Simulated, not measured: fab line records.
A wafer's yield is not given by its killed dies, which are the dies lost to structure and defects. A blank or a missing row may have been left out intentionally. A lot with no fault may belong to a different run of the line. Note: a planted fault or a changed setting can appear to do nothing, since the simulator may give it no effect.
What tool caused it? / flow gf180mcu / 13 lots with 39 wafers sampled at 4 steps, on a route of 602 steps

== WHAT EACH GAUGE READ, for each wafer ==
GF_HV_LDD_CD_MEAS_19 targets a cd of 400 nm. Usual: 400.4 nm for cd-nm, sd 2.1.
lot=L527; measured=day 11 01:25; on=cd-sem-01; cd-nm (nm)=401.8 402.4 400.9; flag=
lot=L530; measured=day 12 01:33; on=cd-sem-02; cd-nm (nm)=397.7 397.1 395.6; flag=
lot=L532; measured=day 12 17:38; on=cd-sem-01; cd-nm (nm)=399.1 399.8 402.3; flag=
lot=L533; measured=day 13 05:04; on=cd-sem-02; cd-nm (nm)=402.3 400.0 400.2; flag=
lot=L534; measured=day 13 11:48; on=cd-sem-01; cd-nm (nm)=401.1 399.8 400.6; flag=
lot=L535; measured=day 13 15:58; on=cd-sem-01; cd-nm (nm)=403.8 400.6 401.7; flag=
lot=L536; measured=day 14 03:29; on=cd-sem-01; cd-nm (nm)=396.6 397.3 397.0; flag=
lot=L537; measured=day 14 07:59; on=cd-sem-01; cd-nm (nm)=402.3 400.1 403.7; flag=
lot=L539; measured=day 14 22:36; on=cd-sem-01; cd-nm (nm)=401.4 399.5 399.4; flag=
lot=L546; measured=day 17 04:46; on=cd-sem-02; cd-nm (nm)=390.8 393.7 393.2 391.2 393.7 393.6; flag=OFF
lot=L547; measured=day 17 10:19; on=cd-sem-01; cd-nm (nm)=386.4 387.8 386.4 386.6 387.8 387.0; flag=OFF
lot=L548; measured=day 17 20:58; on=cd-sem-02; cd-nm (nm)=392.2 393.6 391.2 392.4 394.1 391.3; flag=OFF
lot=L549; measured=day 18 00:58; on=cd-sem-02; cd-nm (nm)=399.9 399.4 402.4; flag=

GF_HV_LDD_TW_MEAS_50. Usual: for HV_LDD_4_TW the level is 568.1 and the standard deviation is 2.9.
lot=L527; measured=day 12 15:54; on=film-metro-02; HV_LDD_4_TW=567.4 569.2 566.7; flag=
lot=L530; measured=day 13 17:50; on=film-metro-02; HV_LDD_4_TW=566.2 563.2 567.5; flag=
lot=L532; measured=day 14 11:46; on=film-metro-01; HV_LDD_4_TW=563.5 567.4 565.7; flag=
lot=L533; measured=day 14 23:52; on=film-metro-01; HV_LDD_4_TW=564.9 564.4 564.5; flag=
lot=L534; measured=day 15 06:55; on=film-metro-01; HV_LDD_4_TW=569.6 568.4 564.4; flag=
lot=L535; measured=day 15 11:12; on=film-metro-02; HV_LDD_4_TW=569.3 567.1 568.8; flag=
lot=L536; measured=day 15 23:40; on=film-metro-03; HV_LDD_4_TW=569.3 573.0 570.9; flag=
lot=L537; measured=day 16 04:49; on=film-metro-03; HV_LDD_4_TW=569.8 565.8 564.4; flag=
lot=L539; measured=day 16 19:29; on=film-metro-02; HV_LDD_4_TW=569.7 566.3 571.5; flag=
lot=L546; measured=day 19 05:01; on=film-metro-02; HV_LDD_4_TW=568.2 569.2 568.5; flag=
lot=L547; measured=day 19 11:20; on=film-metro-03; HV_LDD_4_TW=570.8 568.8 570.1; flag=
lot=L548; measured=day 19 22:23; on=film-metro-03; HV_LDD_4_TW=569.5 569.3 571.0; flag=
lot=L549; measured=day 20 02:43; on=film-metro-03; HV_LDD_4_TW=571.6 570.1 569.9; flag=

GF_PSD_OVL_MEAS_08. Usual: for PSD_OVL the level is -0.2 nm and the standard deviation is 1.3.
lot=L527; measured=day 14 12:32; on=overlay-02; PSD_OVL (nm)=0.1 -0.4 0.1; flag=
lot=L530; measured=day 15 15:28; on=overlay-01; PSD_OVL (nm)=0.2 -1.5 -1.8; flag=
lot=L532; measured=day 16 09:46; on=overlay-01; PSD_OVL (nm)=1.3 -0.9 0.5; flag=
lot=L533; measured=day 17 01:07; on=overlay-02; PSD_OVL (nm)=0.7 2.9 2.7; flag=
lot=L534; measured=day 17 06:20; on=overlay-02; PSD_OVL (nm)=-1.2 -5.0 -3.8; flag=
lot=L535; measured=day 17 11:46; on=overlay-01; PSD_OVL (nm)=-0.9 -1.1 -1.5; flag=
lot=L536; measured=day 18 00:40; on=overlay-02; PSD_OVL (nm)=0.2 -0.9 0.5; flag=
lot=L537; measured=day 18 08:08; on=overlay-02; PSD_OVL (nm)=1.5 2.4 0.2; flag=
lot=L539; measured=day 18 21:58; on=overlay-02; PSD_OVL (nm)=-0.3 0.9 -0.7; flag=
lot=L546; measured=day 21 09:01; on=overlay-01; PSD_OVL (nm)=0.4 -0.8 1.1; flag=
lot=L547; measured=day 21 14:32; on=overlay-01; PSD_OVL (nm)=-0.1 0.5 0.3; flag=
lot=L548; measured=day 22 00:16; on=overlay-02; PSD_OVL (nm)=-1.2 -0.9 0.1; flag=
lot=L549; measured=day 22 06:37; on=overlay-01; PSD_OVL (nm)=-1.1 -1.4 0.3; flag=

== WHAT TOOL EACH LOT RAN ON (gives the tool, then ch and the chambers of the sampled wafers, and finally the start) ==
lot=L527; GF_HV_LDD_EXPOSE_16=iline-stepper-02 ch 0, day 10 16:58
lot=L530; GF_HV_LDD_EXPOSE_16=iline-stepper-01 ch 0, day 11 16:30
lot=L532; GF_HV_LDD_EXPOSE_16=iline-stepper-01 ch 0, day 12 08:34
lot=L533; GF_HV_LDD_EXPOSE_16=iline-stepper-02 ch 0, day 12 19:01
lot=L534; GF_HV_LDD_EXPOSE_16=iline-stepper-02 ch 0, day 13 02:09
lot=L535; GF_HV_LDD_EXPOSE_16=iline-stepper-01 ch 0, day 13 06:20
lot=L536; GF_HV_LDD_EXPOSE_16=iline-stepper-01 ch 0, day 13 17:03
lot=L537; GF_HV_LDD_EXPOSE_16=iline-stepper-01 ch 0, day 13 22:32
lot=L539; GF_HV_LDD_EXPOSE_16=iline-stepper-01 ch 0, day 14 11:40
lot=L546; GF_HV_LDD_EXPOSE_16=iline-stepper-02 ch 0, day 16 17:25
lot=L547; GF_HV_LDD_EXPOSE_16=iline-stepper-02 ch 0, day 16 23:34
lot=L548; GF_HV_LDD_EXPOSE_16=iline-stepper-02 ch 0, day 17 09:37
lot=L549; GF_HV_LDD_EXPOSE_16=iline-stepper-01 ch 0, day 17 12:31
- GF_HV_LDD_EXPOSE_16: exposes mask Pplus LV AREA, target cd 400 nm.

== AS READ BY THE TOOLS THEMSELVES (means over the sampled wafers that have a number; for cases with no such wafer, the mark the record gives instead) ==
GF_HV_LDD_EXPOSE_16. Usual: exposure-dose-mJ-cm2 139.99, standard deviation 0.13; focus-offset-nm 0.0 nm, standard deviation 0.55.
lot=L527; tool=iline-stepper-02; exposure-dose-mJ-cm2=139.90; focus-offset-nm (nm)=0.6; flag=
lot=L530; tool=iline-stepper-01; exposure-dose-mJ-cm2=139.82; focus-offset-nm (nm)=-0.4; flag=
lot=L532; tool=iline-stepper-01; exposure-dose-mJ-cm2=140.03; focus-offset-nm (nm)=-0.0; flag=
lot=L533; tool=iline-stepper-02; exposure-dose-mJ-cm2=140.12; focus-offset-nm (nm)=-0.1; flag=
lot=L534; tool=iline-stepper-02; exposure-dose-mJ-cm2=140.02; focus-offset-nm (nm)=-0.7; flag=
lot=L535; tool=iline-stepper-01; exposure-dose-mJ-cm2=140.07; focus-offset-nm (nm)=0.2; flag=
lot=L536; tool=iline-stepper-01; exposure-dose-mJ-cm2=140.01; focus-offset-nm (nm)=-0.1; flag=
lot=L537; tool=iline-stepper-01; exposure-dose-mJ-cm2=139.88; focus-offset-nm (nm)=-0.4; flag=
lot=L539; tool=iline-stepper-01; exposure-dose-mJ-cm2=139.87; focus-offset-nm (nm)=0.3; flag=
lot=L546; tool=iline-stepper-02; exposure-dose-mJ-cm2=135.77; focus-offset-nm (nm)=-0.1; flag=OFF
lot=L547; tool=iline-stepper-02; exposure-dose-mJ-cm2=135.46; focus-offset-nm (nm)=-0.0; flag=OFF
lot=L548; tool=iline-stepper-02; exposure-dose-mJ-cm2=135.45; focus-offset-nm (nm)=-0.3; flag=OFF
lot=L549; tool=iline-stepper-01; exposure-dose-mJ-cm2=140.19; focus-offset-nm (nm)=0.1; flag=

== THE ANSWER, worked out from the rows above alone ==
Rule: a lot is off if the mean of its wafers that have a number lies more than 3 standard deviations from the usual mean. A lot without any number at a reading at which 4 lots or more have one is off too. Where the step has rows for the other lots, those lots are counted as sound. The gauges are gone through in route order, then the tools' own readings, and for those a lot's mean is taken as printed above. At the first step where some lot is off, the reading lying furthest off is the one used; lots without a number count as furthest.
Off, at GF_HV_LDD_CD_MEAS_19 on cd-nm: L546, L547, L548.
If a tool, at a process step before that reading, ran all the lots that are off and no sound lot after the first of them, it fits. Not tried: the gauges at GF_HV_LDD_CD_MEAS_19; whatever is off there is also off at GF_HV_LDD_EXPOSE_16, on other tools, and gauge error can't account for it. One fits: iline-stepper-02 at GF_HV_LDD_EXPOSE_16. Its last sound lot is L534 (day 13 02:09), its first lot that is off L546 (day 16 17:25): a fault that began between those two fits.
The tool's own readings at GF_HV_LDD_EXPOSE_16 bear it out: on the lots that are off they differ by more than 5 times the standard deviation of the sound lots' means. exposure-dose-mJ-cm2 reads 135.56 there against 139.99 on the sound lots.

== WHAT THE SIMULATOR HAD INSERTED ==
Process parameters drifting: iline-stepper-02 at GF_HV_LDD_EXPOSE_16, beginning at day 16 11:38. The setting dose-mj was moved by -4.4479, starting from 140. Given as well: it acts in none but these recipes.
Struck lots among those shown: L546, L547, L548. The rule given above showed the same thing.
